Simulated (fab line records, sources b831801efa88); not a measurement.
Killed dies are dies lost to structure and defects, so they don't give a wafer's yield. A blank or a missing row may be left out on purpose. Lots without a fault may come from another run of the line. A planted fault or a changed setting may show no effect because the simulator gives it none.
A struck lot beside a sound one | flow sky130 | 43 steps out of a route of 708
Sound: wafers L889.2, L889.3, L889.4. Struck: wafers L903.2, L903.5, L903.6. The cause comes at the end.
At each step with rows: each side's tool, then ch and its chambers, then its first start. Under that, the readings that differ: sound wafers | struck wafers | difference of the means | sigmas: that difference in standard deviations of wafers without a fault.
alike: readings whose means differ by less than 2 such deviations, and words and numbers that are the same on both sides. not compared: withheld readings, readings that some wafer has no value for, bounds like >300 that may hide the same value, and numbers for which the record gives no deviation and whose values overlap.
The two part at a step that has a row with sigmas, a row that says differs or no value, or rows on one side only. Numbers that don't overlap but have no deviation are shown without sigmas and don't part them. A reading that every wafer of one side lacks parts them only if that side has two wafers or more.

first, 6 steps without rows for these wafers: SKY_POLY_GATE_COAT_07 (resist thk 110 nm); SKY_POLY_GATE_COAT_08 (resist thk 450 nm); SKY_POLY_GATE_SOFTBAKE_09 (time 90 s); SKY_POLY_GATE_EXPOSE_10 (exposes mask P1M, target cd 150 nm); SKY_POLY_GATE_PEB_11; SKY_POLY_GATE_DEVELOP_12 (develop time 60 s).
SKY_POLY_GATE_CD_MEAS_13: target cd 150 nm.
  sound on cd_sem-01, day 17 08:40; struck on cd_sem-01, day 22 02:15
  alike: cd_nm
SKY_POLY_GATE_OVL_MEAS_14:
  sound on overlay-02, day 17 08:46; struck on overlay-02, day 22 02:21
  alike: POLY_GATE_OVL
SKY_POLY_GATE_ETCH_15: etches BARC in N2/H2, stops on SiO2, time 118.5 s, target depth 110 nm.
  sound on rie_diel-01 ch 0,1,2, day 17 08:48; struck on rie_diel-01 ch 0,2,3, day 22 02:23
  alike: chamber_pressure_mTorr, drypump_motor_current_A, oes_product_au, throttle_valve_pct
  not compared: rf_hours_counter_h
SKY_POLY_GATE_ETCH_16: etches Si3N4 in CH3F/O2, stops on poly-Si, time 147.5 s, target depth 75 nm.
  sound on rie_diel-01 ch 0,1,2, day 17 08:53; struck on rie_diel-01 ch 0,2,3, day 22 02:28
  reading               | sound             | struck            | difference | sigmas
  oes_product_au (a.u.) | 0.653 0.640 0.652 | 0.638 0.631 0.640 | -0.012     | -2
  alike: O2_flow_sccm, chamber_pressure_mTorr, drypump_motor_current_A, throttle_valve_pct
  not compared: rf_hours_counter_h
SKY_POLY_GATE_ETCH_17: etches poly-Si in HBr/Cl2, stops on SiO2, target depth 180 nm, time 70.5 s.
  sound on rie_si-01 ch 0,2,3, day 17 08:59; struck on rie_si-01 ch 2,3, day 22 02:34
  alike: chamber_pressure_mTorr, drypump_motor_current_A, mfc_cl2_sccm, oes_product_au, throttle_valve_pct
  not compared: rf_hours_counter_h
SKY_POLY_GATE_STRIP_18: strips in O2/N2.
  sound on plasma_asher-02 ch 0,1, day 17 09:02; struck on plasma_asher-03 ch 0,1, day 22 02:37
  alike: chamber_pressure_mTorr, drypump_motor_current_A, o2_flow_sccm, oes_product_au, strip_time_to_endpoint_s
  not compared: rf_hours_counter_h
SKY_POLY_GATE_CLEAN_19: cleans in SC1/SC2, time 150 s.
  sound on wet_bench-01 ch 3, day 17 09:08; struck on wet_bench-03 ch 3, day 22 02:43
then, 1 step without rows for these wafers: SKY_POLY_GATE_OXIDATION_20 (stabilise 600 s, purge 300 s, target thk 4 nm).
SKY_POLY_GATE_THK_MEAS_21:
  sound on film_metro-03, day 17 10:34; struck on film_metro-03, day 22 04:02
  reading                      | sound          | struck         | difference | sigmas
  POLY_GATE_OXIDATION_THK (nm) | 4.15 4.12 4.08 | 3.91 3.91 3.86 | -0.22      | -2
SKY_POLY_GATE_CD_MEAS_22:
  sound on cd_sem-02, day 17 10:38; struck on cd_sem-01, day 22 04:07
  alike: cd_nm
then, 7 steps without rows for these wafers: SKY_LDD_N_DEHYDRATE_00 (time 60 s); SKY_LDD_N_HMDS_01 (prime time 60 s); SKY_LDD_N_COAT_02 (resist thk 300 nm); SKY_LDD_N_SOFTBAKE_03 (time 60 s); SKY_LDD_N_EXPOSE_04 (exposes mask NTM, target cd 840 nm); SKY_LDD_N_PEB_05; SKY_LDD_N_DEVELOP_06 (develop time 60 s).
SKY_LDD_N_OVL_MEAS_07:
  sound on overlay-01, day 18 16:43; struck on overlay-02, day 23 10:30
  alike: LDD_N_OVL
then, 8 steps without rows for these wafers: SKY_LDD_N_IMPLANT_08; SKY_LDD_N_IMPLANT_09; SKY_LDD_N_IMPLANT_10; SKY_LDD_N_IMPLANT_11; SKY_LDD_N_IMPLANT_12; SKY_LDD_N_IMPLANT_13; SKY_LDD_N_IMPLANT_14; SKY_LDD_N_IMPLANT_15.
SKY_LDD_N_STRIP_16: strips in O2/N2.
  sound on plasma_asher-04 ch 0,1, day 18 17:57; struck on plasma_asher-01 ch 0,1, day 23 11:44
  alike: chamber_pressure_mTorr, drypump_motor_current_A, o2_flow_sccm, oes_product_au, strip_time_to_endpoint_s
  not compared: rf_hours_counter_h
SKY_LDD_N_TW_MEAS_17:
  sound on film_metro-01, day 18 18:04; struck on film_metro-03, day 23 11:50
  alike: LDD_N_TW
then, 7 steps without rows for these wafers: SKY_LDD_P_DEHYDRATE_00 (time 60 s); SKY_LDD_P_HMDS_01 (prime time 60 s); SKY_LDD_P_COAT_02 (resist thk 1140 nm); SKY_LDD_P_SOFTBAKE_03 (time 60 s); SKY_LDD_P_EXPOSE_04 (exposes mask PSDM, target cd 380 nm); SKY_LDD_P_PEB_05; SKY_LDD_P_DEVELOP_06 (develop time 62.11 s).
SKY_LDD_P_CD_MEAS_07: target cd 380 nm.
  sound on cd_sem-01, day 20 01:20; struck on cd_sem-01, day 24 17:45
  alike: cd_nm
-- the record jumps here: 25 days lie between the struck wafers' starts before and after (it left off in module LDD_P and takes up again in module PAD_OPEN, whose first step shown is number 708 of the route) --
SKY_PAD_OPEN_PROBE_99:
  sound on prober-01, day 46 14:31; struck on prober-01, day 49 11:26
  reading                                           | sound                | struck               | difference | sigmas
  model.etest.diode_nwell_sub.leak_log10_a_cm2      | -7.367 -7.37 -7.295  | -6.404 -6.206 -6.334 | +1.029     |
  model.etest.diode_dnwell_sub.leak_log10_a_cm2     | -7.425 -7.207 -6.997 | -6.476 -6.507 -6.674 | +0.657     |
  model.etest.diode_pwell_dnwell.leak_log10_a_cm2   | -7.939 -7.544 -7.68  | -6.753 -6.759 -6.598 | +1.018     |
  model.etest.diode_pdiff_nwell_hv.leak_log10_a_cm2 | -6.835 -6.642 -6.494 | -6.177 -6.316 -6.198 | +0.427     |
  model.etest.diode_ndiff_pwell.leak_log10_a_cm2    | -7.358 -7.41 -7.49   | -6.811 -6.999 -7.019 | +0.476     |
  model.etest.diode_pdiff_nwell.leak_log10_a_cm2    | -7.279 -7.314 -7.295 | -6.753 -6.94 -6.958  | +0.412     |
  model.etest.nfet_16v.off_log10_a_um               | -13.91 -13.75 -13.96 | -13.51 -13.55 -13.31 | +0.42      |
  alike: killed_at_M0_to_M3, killed_at_M4_up, killed_at_contacts, killed_at_front_end, killed_at_other, killed_dies, killed_open, killed_short
  not compared: model.etest.diode_ndiff_pwell_hv.leak_log10_a_cm2

WHERE THEY PART
First at SKY_POLY_GATE_ETCH_16; last, within this record, at SKY_POLY_GATE_THK_MEAS_21. Later steps at which nothing parts them and some readings are alike: SKY_POLY_GATE_CD_MEAS_22, SKY_LDD_N_OVL_MEAS_07, SKY_LDD_N_STRIP_16, SKY_LDD_N_TW_MEAS_17, SKY_LDD_P_CD_MEAS_07, SKY_PAD_OPEN_PROBE_99.

WHY: what the simulator had put in
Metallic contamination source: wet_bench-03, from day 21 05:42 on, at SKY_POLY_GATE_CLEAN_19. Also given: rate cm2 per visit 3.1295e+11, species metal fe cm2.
